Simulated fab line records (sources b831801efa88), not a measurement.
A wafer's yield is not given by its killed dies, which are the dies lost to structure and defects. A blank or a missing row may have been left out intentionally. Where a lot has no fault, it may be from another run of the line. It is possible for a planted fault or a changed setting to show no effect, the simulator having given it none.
fab line records	flow sky130
record lots=12	wafers=36	last_day=50
route steps=708 shown RES_PROTECT@214 POLY_GATE@227 LDD_N@246 PAD_OPEN@708
lots with no fault: from the same line, run without faults
start_h: hours from the record's first day to the start of the lot's first wafer shown	wait_h: hours since the lot's step before	" identical to the entry in the row above	L1.1+2: several wafers, shown together as one row	- either no value or no given start	* or withheld: withheld	< > ~ a bound
route shown NAME@n: NAME is a module with steps in the file, n the number in the route of the first one	usual: mean and standard deviation over wafers with no fault	same: alike in all rows	chamber/n: place in a boat	sites: the reading at each site	_std_site: their standard deviation	_edge_site: inner sites' mean taken away from outer sites' mean	radius_mm: for every site, how far away it sits from the centre of the wafer	mask NAME#n: copy n	behind: the most recent tool/chamber to have shaped the wafer	hold: reason for holding the lot/hours on hold/outcome of the hold	device: transistor that didn't switch, given as n, p or np	end of line: the route-end tests of the same wafers	where a step has no rows: the recipe by itself	killed: the dies lost at the first sort to structure and to defects; this is not the yield of the wafer	map: the dies of a wafer, with x for killed, . for not killed, _ for no die there
set.NAME: the setting that was run; set.NAME@STEP: the one run at that earlier step	model.NAME: the simulator's own value behind a step, which no gauge read
route steps across a sampled set of lots; one table per step, one row per wafer
services: the hour from which a tool's chamber was out of use, counted from the record's first day as start_h (under 0 if before that day), plus the number of hours and why
## steps
# step SKY_RES_PROTECT_STRIP_07
# recipe chemistry=O2/N2	power_w=1400	pressure_mtorr=1500	platen_temp_c=withheld	o2_flow_sccm=3000	n2_flow_sccm=300	overash_fraction=0.5
# usual drypump_motor_current_A=5.7/0.43	oes_product_au=0.518/0.0045	strip_time_to_endpoint_s=23.31/0.038
lot.wafer	tool	chamber	start_h	wait_h	drypump_motor_current_A	oes_product_au	rf_hours_counter_h	strip_time_to_endpoint_s
L471.2	plasma_asher-01	0	343.04	0.1	5.0	0.516	21	23.27
L471.3	"	1	"	"	5.9	0.506	-	23.31
L471.4	"	0	"	"	5.0	0.517	-	23.31
L472.2	plasma_asher-01	1	347.29	0.1	5.9	0.523	21	23.33
L472.3	"	0	"	"	5.1	0.519	-	23.31
L472.4	"	1	"	"	5.9	0.513	-	23.35
L476.1	plasma_asher-01	1	389.64	0.1	5.9	0.524	25	23.29
L476.2	"	0	"	"	5.1	0.514	25	23.36
L476.6	"	1	"	"	5.9	0.512	-	23.32
L477.3	plasma_asher-01	1	390.22	0.1	5.9	0.519	-	23.32
L477.5	"	0	"	"	5.0	0.515	-	23.34
L477.6	"	1	"	"	5.9	0.512	-	23.29
L478.2	plasma_asher-01	1	421.04	0.1	5.9	0.516	28	23.32
L478.5	"	1	"	"	5.9	0.516	-	23.36
L478.6	"	0	"	"	5.1	0.518	-	23.36
L484.2	plasma_asher-02	1	469.34	0.1	5.9	0.521	60	23.22
L484.4	"	0	"	"	6.4	0.515	-	23.22
L484.6	"	0	"	"	6.4	0.510	-	23.26
L487.4	plasma_asher-02	1	486.20	0.1	5.9	0.516	-	23.26
L487.5	"	0	"	"	6.4	0.524	-	23.22
L487.6	"	1	"	"	5.9	0.515	-	23.28
L489.1	plasma_asher-04	0	498.34	0.1	5.5	0.521	84	23.36
L489.4	"	0	"	"	5.6	0.518	-	23.31
L489.5	"	0	"	"	5.5	0.518	-	23.33
L490.3	plasma_asher-04	0	512.17	0.1	5.5	0.525	-	23.30
L490.4	"	1	"	"	5.7	0.511	-	23.21
L490.5	"	1	"	"	5.7	0.511	-	23.24
L491.3	plasma_asher-02	1	513.22	0.1	5.9	0.522	-	23.39
L491.4	"	0	"	"	6.4	0.513	-	23.37
L491.6	"	1	"	"	5.9	0.511	-	23.36
L492.1	plasma_asher-04	0	522.34	0.1	5.6	0.518	87	23.33
L492.5	"	0	"	"	5.6	0.515	-	23.32
L492.6	"	1	"	"	5.7	0.515	-	23.31
L494.1	plasma_asher-04	1	539.14	0.1	5.7	0.512	89	23.27
L494.5	"	0	"	"	5.5	0.517	-	23.26
L494.6	"	1	"	"	5.7	0.512	-	23.24
# step SKY_POLY_GATE_CD_MEAS_13
# recipe target_cd_nm=150
# usual cd_nm=149.9/1.3
lot.wafer	tool	chamber	start_h	wait_h	cd_nm
L471.2	cd_sem-01	-	373.39	-	147.9
L471.3	"	-	"	"	147.0
L471.4	"	-	"	"	146.9
L472.2	cd_sem-01	-	375.99	-	150.3
L472.3	"	-	"	"	151.8
L472.4	"	-	"	"	151.9
L476.1	cd_sem-02	-	419.14	-	149.5
L476.2	"	-	"	"	149.0
L476.6	"	-	"	"	149.0
L477.3	cd_sem-01	-	421.93	-	150.3
L477.5	"	-	"	"	149.9
L477.6	"	-	"	"	151.2
L478.2	cd_sem-01	-	454.74	-	149.6
L478.5	"	-	"	"	149.3
L478.6	"	-	"	"	150.1
L484.2	cd_sem-02	-	502.46	-	148.7
L484.4	"	-	"	"	150.1
L484.6	"	-	"	"	148.9
L487.4	cd_sem-01	-	518.40	-	151.8
L487.5	"	-	"	"	151.2
L487.6	"	-	"	"	149.9
L489.1	cd_sem-02	-	530.69	-	149.4
L489.4	"	-	"	"	151.8
L489.5	"	-	"	"	150.3
L490.3	cd_sem-02	-	544.76	-	148.3
L490.4	"	-	"	"	149.4
L490.5	"	-	"	"	148.6
L491.3	cd_sem-01	-	546.71	-	152.9
L491.4	"	-	"	"	151.5
L491.6	"	-	"	"	152.6
L492.1	cd_sem-02	-	554.47	-	148.9
L492.5	"	-	"	"	149.0
L492.6	"	-	"	"	148.8
L494.1	cd_sem-02	-	571.09	-	151.2
L494.5	"	-	"	"	150.8
L494.6	"	-	"	"	152.4
# step SKY_POLY_GATE_ETCH_15
# recipe chemistry=N2/H2	target=BARC	ion_energy_ev=200	source_w=500	bias_w=100	pressure_mtorr=30	n2_flow_sccm=100	h2_flow_sccm=200	stop_on=SiO2	time_s=118.5	target_depth_a=1100
# usual drypump_motor_current_A=5.8/0.46	oes_product_au=0.716/0.0047	throttle_valve_pct=13.213/0.0095
lot.wafer	tool	chamber	start_h	wait_h	drypump_motor_current_A	oes_product_au	rf_hours_counter_h	throttle_valve_pct
L471.2	rie_diel-03	0	373.52	0.0	6.0	0.720	95	13.221
L471.3	"	2	"	"	6.3	0.719	7	13.218
L471.4	"	3	"	"	6.0	0.722	13	13.210
L472.2	rie_diel-01	0	376.12	0.0	6.5	0.724	2	13.210
L472.3	"	1	"	"	6.2	0.719	4	13.216
L472.4	"	2	"	"	5.5	0.721	8	13.224
L476.1	rie_diel-01	2	419.29	0.0	5.5	0.713	9	13.218
L476.2	"	1	"	"	6.3	0.714	5	13.233
L476.6	"	2	"	"	5.5	0.714	-	13.191
L477.3	rie_diel-02	0	422.04	0.0	5.8	0.712	5	13.220
L477.5	"	3	"	"	6.1	0.717	-	13.226
L477.6	"	0	"	"	5.8	0.710	-	13.208
L478.2	rie_diel-02	1	454.87	0.0	5.5	0.725	10	13.199
L478.5	"	0	"	"	5.8	0.712	-	13.190
L478.6	"	1	"	"	5.5	0.714	-	13.204
L484.2	rie_diel-02	2	502.59	0.0	5.9	0.719	84	13.223
L484.4	"	1	"	"	5.4	0.714	12	13.197
L484.6	"	1	"	"	5.5	0.722	-	13.211
L487.4	rie_diel-02	0	518.49	0.0	5.8	0.722	8	13.221
L487.5	"	0	"	"	5.8	0.722	-	13.200
L487.6	"	3	"	"	6.1	0.712	-	13.230
L489.1	rie_diel-03	1	530.84	0.0	4.8	0.719	11	13.223
L489.4	"	3	"	"	6.0	0.711	16	13.203
L489.5	"	0	"	"	6.0	0.716	-	13.221
L490.3	rie_diel-02	3	544.87	0.0	6.1	0.714	65	13.213
L490.4	"	3	"	"	6.1	0.715	-	13.212
L490.5	"	0	"	"	5.8	0.714	-	13.216
L491.3	rie_diel-03	0	546.82	0.0	6.0	0.718	1	13.204
L491.4	"	3	"	"	6.0	0.714	16	13.222
L491.6	"	1	"	"	4.8	0.716	-	13.212
L492.1	rie_diel-02	2	554.62	0.0	5.9	0.718	0	13.205
L492.5	"	3	"	"	6.1	0.717	-	13.205
L492.6	"	0	"	"	5.8	0.707	-	13.228
L494.1	rie_diel-02	3	571.24	0.0	6.1	0.713	66	13.189
L494.5	"	1	"	"	5.5	0.715	-	13.211
L494.6	"	2	"	"	5.9	0.720	-	13.213
# step SKY_LDD_N_IMPLANT_09
# recipe species=As	energy_kev=20	dose_cm2=7.5e+13	tilt_deg=withheld	rotation_deg=113
# usual beam_energy_keV=19.999/0.0072	dose_ions_cm2=7.5e+13/8.4e+10	faraday_current_uA=419/11	rotation_deg=113.00/0.027
lot.wafer	tool	chamber	start_h	wait_h	beam_energy_keV	dose_ions_cm2	faraday_current_uA	rotation_deg
L471.2	implanter-03	0	409.08	0.1	19.997	7.499e+13	414	113.01
L471.3	"	0	"	"	19.992	7.514e+13	406	113.02
L471.4	"	0	"	"	20.008	7.512e+13	436	113.03
L472.2	implanter-02	0	409.78	0.1	20.010	7.492e+13	406	112.99
L472.3	"	0	"	"	20.010	7.498e+13	400	112.95
L472.4	"	0	"	"	19.998	7.503e+13	411	112.97
L476.1	implanter-02	0	453.72	0.1	19.991	7.509e+13	413	112.98
L476.2	"	0	"	"	20.001	7.507e+13	408	113.01
L476.6	"	0	"	"	20.002	7.506e+13	402	113.01
L477.3	implanter-01	0	455.55	0.1	19.997	7.501e+13	416	113.00
L477.5	"	0	"	"	20.004	7.51e+13	423	112.93
L477.6	"	0	"	"	19.992	7.509e+13	410	113.00
L478.2	implanter-03	0	488.20	0.1	20.000	7.502e+13	436	112.97
L478.5	"	0	"	"	19.995	7.508e+13	405	113.04
L478.6	"	0	"	"	19.993	7.505e+13	430	112.97
L484.2	implanter-03	0	535.25	0.1	19.999	6.756e+13	381	113.02
L484.4	"	0	"	"	20.003	6.774e+13	392	113.02
L484.6	"	0	"	"	20.000	6.772e+13	389	113.03
L487.4	implanter-03	0	549.93	0.1	20.008	6.78e+13	391	113.02
L487.5	"	0	"	"	20.003	6.77e+13	388	113.01
L487.6	"	0	"	"	19.998	6.768e+13	377	113.01
L489.1	implanter-01	0	563.20	0.1	20.009	7.481e+13	422	113.01
L489.4	"	0	"	"	20.001	7.501e+13	431	113.00
L489.5	"	0	"	"	20.002	7.498e+13	416	113.00
L490.3	implanter-01	0	576.70	0.1	20.007	7.51e+13	423	112.99
L490.4	"	0	"	"	20.000	7.509e+13	432	113.02
L490.5	"	0	"	"	20.001	7.5e+13	412	112.93
L491.3	implanter-01	0	578.72	0.1	20.000	7.488e+13	432	112.98
L491.4	"	0	"	"	19.995	7.489e+13	436	113.00
L491.6	"	0	"	"	19.986	7.502e+13	417	113.02
L492.1	implanter-01	0	586.32	0.1	19.985	7.49e+13	414	112.99
L492.5	"	0	"	"	19.986	7.498e+13	428	112.98
L492.6	"	0	"	"	19.986	7.502e+13	429	113.01
L494.1	implanter-03	0	602.82	0.1	19.992	7.495e+13	415	112.99
L494.5	"	0	"	"	19.996	7.5e+13	399	112.98
L494.6	"	0	"	"	19.997	7.491e+13	427	113.00
# step SKY_PAD_OPEN_PROBE_99
# usual killed_at_M0_to_M3=44/8.6	killed_at_M4_up=3.4/1.9	killed_at_contacts=23/5.7	killed_at_front_end=15/4.5	killed_at_other=0.4/0.62	killed_dies=86/11	killed_on_rim=17/4.5	killed_open=46/7.6	killed_short=39/6.3
# same gross_dies=492	killed_at_back_side=0
lot.wafer	tool	chamber	start_h	wait_h	killed_at_M0_to_M3	killed_at_M4_up	killed_at_contacts	killed_at_front_end	killed_at_other	killed_dies	killed_on_rim	killed_open	killed_short
L471.2	prober-02	-	1085.44	0.1	37	5	32	7	1	82	12	42	40
L471.3	prober-02	-	1085.49	0.2	44	4	24	8	0	80	12	37	43
L471.4	prober-02	-	1085.54	0.2	51	7	25	13	0	96	17	50	46
L472.2	prober-01	-	1089.53	0.1	39	4	29	13	0	85	22	47	37
L472.3	prober-01	-	1089.58	0.2	46	2	20	19	0	87	25	49	38
L472.4	prober-01	-	1089.63	0.2	53	3	18	9	1	84	18	51	33
L476.1	prober-02	-	1115.99	0.1	51	6	21	13	0	91	22	43	48
L476.2	prober-02	-	1116.04	0.1	43	4	29	13	2	91	22	47	44
L476.6	prober-02	-	1116.24	0.2	33	1	30	17	0	81	15	43	38
L477.3	prober-02	-	1117.59	0.2	44	3	26	22	1	96	16	55	40
L477.5	prober-02	-	1117.69	0.2	54	3	24	23	0	104	19	61	43
L477.6	prober-02	-	1117.74	0.2	40	0	34	19	2	95	21	53	41
L478.2	prober-01	-	1138.51	0.1	39	5	24	16	0	84	15	44	40
L478.5	prober-01	-	1138.66	0.2	55	5	19	16	0	95	19	47	48
L478.6	prober-01	-	1138.71	0.2	53	2	17	16	1	89	16	54	35
L484.2	prober-02	-	1174.34	0.1	54	0	27	19	1	101	21	59	42
L484.4	prober-02	-	1174.44	0.2	37	5	24	10	1	77	17	40	37
L484.6	prober-02	-	1174.54	0.2	36	5	26	12	0	79	12	49	30
L487.4	prober-02	-	1175.28	0.2	45	2	18	11	0	76	17	36	40
L487.5	prober-02	-	1175.33	0.2	46	4	18	16	1	85	16	46	38
L487.6	prober-02	-	1175.38	0.2	38	5	20	10	0	73	8	39	34
L489.1	prober-02	-	1185.05	0.1	66	4	27	17	0	114	26	67	47
L489.4	prober-02	-	1185.20	0.2	38	2	28	21	0	89	15	49	40
L489.5	prober-02	-	1185.25	0.2	39	2	24	9	0	74	16	41	33
L490.3	prober-01	-	1189.44	0.2	41	5	17	8	0	71	8	33	37
L490.4	prober-01	-	1189.49	0.2	41	3	19	10	0	73	13	33	40
L490.5	prober-01	-	1189.54	0.2	39	3	21	11	0	74	10	43	31
L491.3	prober-02	-	1190.81	0.2	46	2	29	13	1	91	20	53	37
L491.4	prober-02	-	1190.86	0.2	33	0	18	21	1	73	10	38	35
L491.6	prober-02	-	1190.96	0.2	43	7	29	16	0	95	20	49	44
L492.1	prober-01	-	1194.92	0.1	36	0	33	8	1	78	11	35	43
L492.5	prober-01	-	1195.12	0.2	37	2	18	9	0	66	17	28	38
L492.6	prober-01	-	1195.17	0.2	35	1	23	14	0	73	17	39	34
L494.1	prober-01	-	1201.97	0.1	39	6	22	12	0	79	13	42	36
L494.5	prober-01	-	1202.17	0.2	47	3	30	22	1	103	22	57	46
L494.6	prober-01	-	1202.22	0.2	40	2	26	16	0	84	16	46	38
# killed by level:class
L471.2 CONTACT:geometric_particle:open=11 CONTACT:geometric_particle:short=11 VIA1:geometric_particle:open=8 METAL2:geometric_particle:short=6 LI_CONTACT:geometric_particle:open=5 VIA2:geometric_particle:short=5 VIA2:geometric_particle:open=4 VIA3:geometric_particle:open=4
L471.3 CONTACT:geometric_particle:open=10 VIA1:geometric_particle:open=10 VIA1:geometric_particle:short=8 METAL2:geometric_particle:short=6 FIELD_ISO:geometric_particle:short=5 VIA2:geometric_particle:open=5 LOCAL_INTERCONNECT:geometric_particle:short=5 METAL3:geometric_particle:short=4
L471.4 VIA2:geometric_particle:open=10 CONTACT:geometric_particle:open=9 VIA1:geometric_particle:open=9 METAL2:geometric_particle:short=8 POLY_GATE:geometric_particle:short=7 LI_CONTACT:geometric_particle:open=6 VIA1:geometric_particle:short=6 CONTACT:geometric_particle:short=5
L472.2 CONTACT:geometric_particle:open=10 VIA1:geometric_particle:open=8 VIA2:geometric_particle:open=8 LI_CONTACT:geometric_particle:open=6 LOCAL_INTERCONNECT:geometric_particle:short=6 VIA3:geometric_particle:open=6 POLY_GATE:geometric_particle:open=5 CONTACT:geometric_particle:short=5
L472.3 VIA1:geometric_particle:open=12 VIA2:geometric_particle:open=10 CONTACT:geometric_particle:open=7 METAL1:geometric_particle:short=6 POLY_GATE:geometric_particle:short=5 POLY_GATE:geometric_particle:open=5 LI_CONTACT:geometric_particle:open=5 VIA3:geometric_particle:open=5
L472.4 VIA1:geometric_particle:open=13 VIA3:geometric_particle:open=13 CONTACT:geometric_particle:open=11 VIA2:geometric_particle:open=7 VIA3:geometric_particle:short=5 POLY_GATE:geometric_particle:short=3 CONTACT:geometric_particle:short=3 METAL1:geometric_particle:short=3
L476.1 VIA1:geometric_particle:open=8 METAL2:geometric_particle:short=8 CONTACT:geometric_particle:open=8 VIA1:geometric_particle:short=7 VIA3:geometric_particle:open=7 VIA2:geometric_particle:open=6 LOCAL_INTERCONNECT:geometric_particle:short=5 METAL1:geometric_particle:short=5
L476.2 VIA1:geometric_particle:open=10 CONTACT:geometric_particle:open=10 CONTACT:geometric_particle:short=8 METAL2:geometric_particle:short=7 VIA2:geometric_particle:open=6 POLY_GATE:geometric_particle:short=5 LI_CONTACT:geometric_particle:open=5 VIA1:geometric_particle:short=5
L476.6 CONTACT:geometric_particle:open=9 CONTACT:geometric_particle:short=8 VIA1:geometric_particle:open=7 LOCAL_INTERCONNECT:geometric_particle:short=6 METAL1:geometric_particle:short=6 VIA3:geometric_particle:open=6 POLY_GATE:geometric_particle:open=5 POLY_GATE:geometric_particle:short=5
L477.3 VIA1:geometric_particle:open=13 CONTACT:geometric_particle:open=12 FIELD_ISO:geometric_particle:short=7 FIELD_ISO:geometric_particle:open=6 CONTACT:geometric_particle:short=6 VIA2:geometric_particle:open=6 METAL2:geometric_particle:short=5 VIA3:geometric_particle:open=5
L477.5 CONTACT:geometric_particle:open=12 VIA1:geometric_particle:open=11 VIA2:geometric_particle:open=11 FIELD_ISO:geometric_particle:open=7 LI_CONTACT:geometric_particle:open=7 METAL1:geometric_particle:short=7 VIA1:geometric_particle:short=5 METAL2:geometric_particle:short=5
L477.6 CONTACT:geometric_particle:open=16 LI_CONTACT:geometric_particle:open=9 POLY_GATE:geometric_particle:short=8 VIA1:geometric_particle:open=7 METAL2:geometric_particle:short=7 VIA3:geometric_particle:open=7 VIA2:geometric_particle:open=7 FIELD_ISO:geometric_particle:short=6
L478.2 LI_CONTACT:geometric_particle:open=7 LOCAL_INTERCONNECT:geometric_particle:short=7 CONTACT:geometric_particle:open=6 VIA1:geometric_particle:open=6 VIA2:geometric_particle:open=6 METAL4:geometric_particle:short=5 METAL2:geometric_particle:open=5 VIA2:geometric_particle:short=5
L478.5 VIA1:geometric_particle:open=14 METAL1:geometric_particle:short=8 CONTACT:geometric_particle:open=7 METAL2:geometric_particle:short=7 VIA3:geometric_particle:open=6 METAL4:geometric_particle:short=5 METAL3:geometric_particle:short=5 FIELD_ISO:geometric_particle:open=4
L478.6 VIA1:geometric_particle:open=11 VIA2:geometric_particle:open=9 CONTACT:geometric_particle:open=9 FIELD_ISO:geometric_particle:open=6 METAL2:geometric_particle:short=6 METAL3:geometric_particle:short=6 VIA3:geometric_particle:open=6 VIA2:geometric_particle:short=5
L484.2 VIA3:geometric_particle:open=13 CONTACT:geometric_particle:open=8 VIA2:geometric_particle:open=8 LI_CONTACT:geometric_particle:open=8 METAL1:geometric_particle:short=8 POLY_GATE:geometric_particle:short=6 VIA1:geometric_particle:open=6 POLY_GATE:geometric_particle:open=5
L484.4 CONTACT:geometric_particle:open=11 VIA1:geometric_particle:open=10 METAL1:geometric_particle:short=6 LI_CONTACT:geometric_particle:open=5 CONTACT:geometric_particle:short=5 POLY_GATE:geometric_particle:short=4 METAL3:geometric_particle:short=4 METAL4:geometric_particle:short=4
L484.6 CONTACT:geometric_particle:open=9 VIA1:geometric_particle:open=7 VIA3:geometric_particle:open=7 LI_CONTACT:geometric_particle:open=6 LOCAL_INTERCONNECT:geometric_particle:short=5 POLY_GATE:geometric_particle:open=4 VIA1:geometric_particle:short=4 POLY_GATE:geometric_particle:short=3
L487.4 VIA1:geometric_particle:open=10 METAL2:geometric_particle:short=10 CONTACT:geometric_particle:open=8 FIELD_ISO:geometric_particle:short=5 VIA1:geometric_particle:short=5 VIA2:geometric_particle:open=5 CONTACT:geometric_particle:short=4 LI_CONTACT:geometric_particle:open=3
L487.5 VIA2:geometric_particle:open=11 LI_CONTACT:geometric_particle:open=7 VIA1:geometric_particle:open=7 VIA2:geometric_particle:short=7 FIELD_ISO:geometric_particle:short=5 METAL1:geometric_particle:short=5 VIA3:geometric_particle:open=5 POLY_GATE:geometric_particle:open=4
L487.6 VIA1:geometric_particle:open=12 LI_CONTACT:geometric_particle:open=7 METAL1:geometric_particle:short=7 VIA2:geometric_particle:open=6 LOCAL_INTERCONNECT:geometric_particle:short=5 METAL2:geometric_particle:short=4 METAL4:geometric_particle:short=4 FIELD_ISO:geometric_particle:short=3
L489.1 VIA1:geometric_particle:open=16 CONTACT:geometric_particle:open=13 METAL2:geometric_particle:short=11 VIA3:geometric_particle:open=11 POLY_GATE:geometric_particle:short=7 VIA2:geometric_particle:open=7 LI_CONTACT:geometric_particle:open=6 VIA1:geometric_particle:short=5
L489.4 VIA3:geometric_particle:open=9 FIELD_ISO:geometric_particle:open=8 CONTACT:geometric_particle:short=8 VIA1:geometric_particle:open=8 LI_CONTACT:geometric_particle:open=7 CONTACT:geometric_particle:open=5 VIA2:geometric_particle:open=5 FIELD_ISO:geometric_particle:short=4
L489.5 VIA1:geometric_particle:open=11 LI_CONTACT:geometric_particle:open=8 CONTACT:geometric_particle:open=7 METAL2:geometric_particle:short=6 VIA2:geometric_particle:open=4 VIA3:geometric_particle:short=4 LOCAL_INTERCONNECT:geometric_particle:short=3 CONTACT:geometric_particle:short=3
L490.3 VIA1:geometric_particle:short=10 VIA1:geometric_particle:open=10 CONTACT:geometric_particle:short=6 CONTACT:geometric_particle:open=5 VIA3:geometric_particle:open=4 METAL1:geometric_particle:short=4 METAL4:geometric_particle:short=4 POLY_GATE:geometric_particle:open=3
L490.4 CONTACT:geometric_particle:open=7 VIA1:geometric_particle:open=7 METAL3:geometric_particle:short=7 POLY_GATE:geometric_particle:short=5 CONTACT:geometric_particle:short=5 VIA2:geometric_particle:open=5 VIA3:geometric_particle:open=4 METAL1:geometric_particle:short=4
L490.5 VIA1:geometric_particle:open=9 VIA2:geometric_particle:open=8 FIELD_ISO:geometric_particle:open=6 CONTACT:geometric_particle:open=6 LI_CONTACT:geometric_particle:open=5 METAL2:geometric_particle:short=5 VIA3:geometric_particle:open=4 CONTACT:geometric_particle:short=4
L491.3 VIA1:geometric_particle:open=15 CONTACT:geometric_particle:open=11 LI_CONTACT:geometric_particle:open=8 VIA3:geometric_particle:open=6 METAL3:geometric_particle:short=5 VIA3:geometric_particle:short=5 CONTACT:geometric_particle:short=4 FIELD_ISO:geometric_particle:open=3
L491.4 METAL1:geometric_particle:short=10 CONTACT:geometric_particle:open=8 FIELD_ISO:geometric_particle:open=7 VIA1:geometric_particle:open=6 POLY_GATE:geometric_particle:open=5 FIELD_ISO:geometric_particle:short=4 CONTACT:geometric_particle:short=4 VIA3:geometric_particle:open=4
L491.6 CONTACT:geometric_particle:open=12 VIA1:geometric_particle:open=10 METAL4:geometric_particle:short=7 VIA1:geometric_particle:short=7 FIELD_ISO:geometric_particle:short=6 VIA3:geometric_particle:open=6 LOCAL_INTERCONNECT:geometric_particle:open=5 LOCAL_INTERCONNECT:geometric_particle:short=5
L492.1 LI_CONTACT:geometric_particle:open=9 CONTACT:geometric_particle:open=9 METAL1:geometric_particle:short=7 LOCAL_INTERCONNECT:geometric_particle:short=6 LI_CONTACT:geometric_particle:short=6 METAL2:geometric_particle:short=6 VIA3:geometric_particle:short=4 VIA1:geometric_particle:open=3
L492.5 VIA2:geometric_particle:open=8 FIELD_ISO:geometric_particle:short=6 VIA1:geometric_particle:open=6 LI_CONTACT:geometric_particle:open=5 CONTACT:geometric_particle:short=5 LOCAL_INTERCONNECT:geometric_particle:short=4 METAL1:geometric_particle:short=4 VIA1:geometric_particle:short=4
L492.6 CONTACT:geometric_particle:open=11 VIA2:geometric_particle:open=7 LI_CONTACT:geometric_particle:open=6 VIA1:geometric_particle:open=6 METAL1:geometric_particle:short=5 METAL3:geometric_particle:short=4 LOCAL_INTERCONNECT:geometric_particle:short=4 VIA3:geometric_particle:open=4
L494.1 VIA1:geometric_particle:open=11 LI_CONTACT:geometric_particle:open=8 CONTACT:geometric_particle:open=6 METAL4:geometric_particle:short=5 VIA3:geometric_particle:open=5 VIA1:geometric_particle:short=4 METAL2:geometric_particle:short=4 VIA2:geometric_particle:open=4
L494.5 VIA1:geometric_particle:open=14 CONTACT:geometric_particle:open=11 LI_CONTACT:geometric_particle:open=10 FIELD_ISO:geometric_particle:short=7 METAL1:geometric_particle:short=7 METAL2:geometric_particle:short=7 POLY_GATE:geometric_particle:short=5 FIELD_ISO:geometric_particle:open=4
L494.6 VIA1:geometric_particle:open=15 LI_CONTACT:geometric_particle:open=6 CONTACT:geometric_particle:short=6 POLY_GATE:geometric_particle:short=5 LOCAL_INTERCONNECT:geometric_particle:short=5 METAL1:geometric_particle:short=5 VIA3:geometric_particle:open=5 FIELD_ISO:geometric_particle:short=4
## services
tool	chamber	start_h	hours	kind
rie_diel-02	1	319.97	12.8	repair
plasma_asher-04	-	337.86	1.8	repair
implanter-03	-	348.27	5.1	pm
rie_diel-02	3	354.61	3.8	repair
plasma_asher-01	-	356.75	6.5	repair
implanter-01	-	380.31	61.7	repair
rie_diel-02	3	412.81	5.5	repair
rie_diel-02	-	437.88	0.3	repair
plasma_asher-04	-	441.68	1.2	repair
rie_diel-02	0	443.66	4.8	repair
rie_diel-03	0	445.46	9.3	repair
rie_diel-02	2	454.26	4.1	repair
plasma_asher-02	-	477.91	0.9	repair
implanter-03	-	481.24	1.1	repair
implanter-01	-	531.40	4.6	pm
rie_diel-02	0	534.37	2.1	repair
plasma_asher-01	-	541.29	28.1	pm
rie_diel-02	-	541.70	0.3	repair
plasma_asher-02	-	560.32	1.0	repair
implanter-03	-	566.77	3.4	pm
plasma_asher-01	-	569.39	2.8	pm
plasma_asher-04	-	573.52	1.0	repair
rie_diel-02	0	599.04	4.7	repair
rie_diel-02	1	600.23	4.4	repair
## key
first_sign step=SKY_LDD_N_IMPLANT_09	reading=dose_ions_cm2	direction=down	sigmas=87	usual=*	struck=*
effect step=SKY_LDD_N_IMPLANT_09	reading=faraday_current_uA	direction=down	sigmas=3	usual=419	struck=386
met_at SKY_LDD_N_IMPLANT_09
struck_lots L484,L487
tester_left_out L484,L487
not_acting_at SKY_RES_PROTECT_STRIP_07,SKY_POLY_GATE_CD_MEAS_13,SKY_POLY_GATE_ETCH_15
onset_between 488.20 535.25
fault kind=process_parameter_drift	tool=implanter-03	chamber=-	onset_h=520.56	steps=SKY_LDD_N_IMPLANT_09	channel=dose_cm2	offset=*	shape=step	end_h=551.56	acts_in=*	stated=*
# tester_left_out: of these lots the tester's yield and bins aren't shown, on N5 and GAA mostly nor the transistor test; their killed dies are dies lost to structure and defects alone, not to doping, threshold or leakage, so they don't give the yield
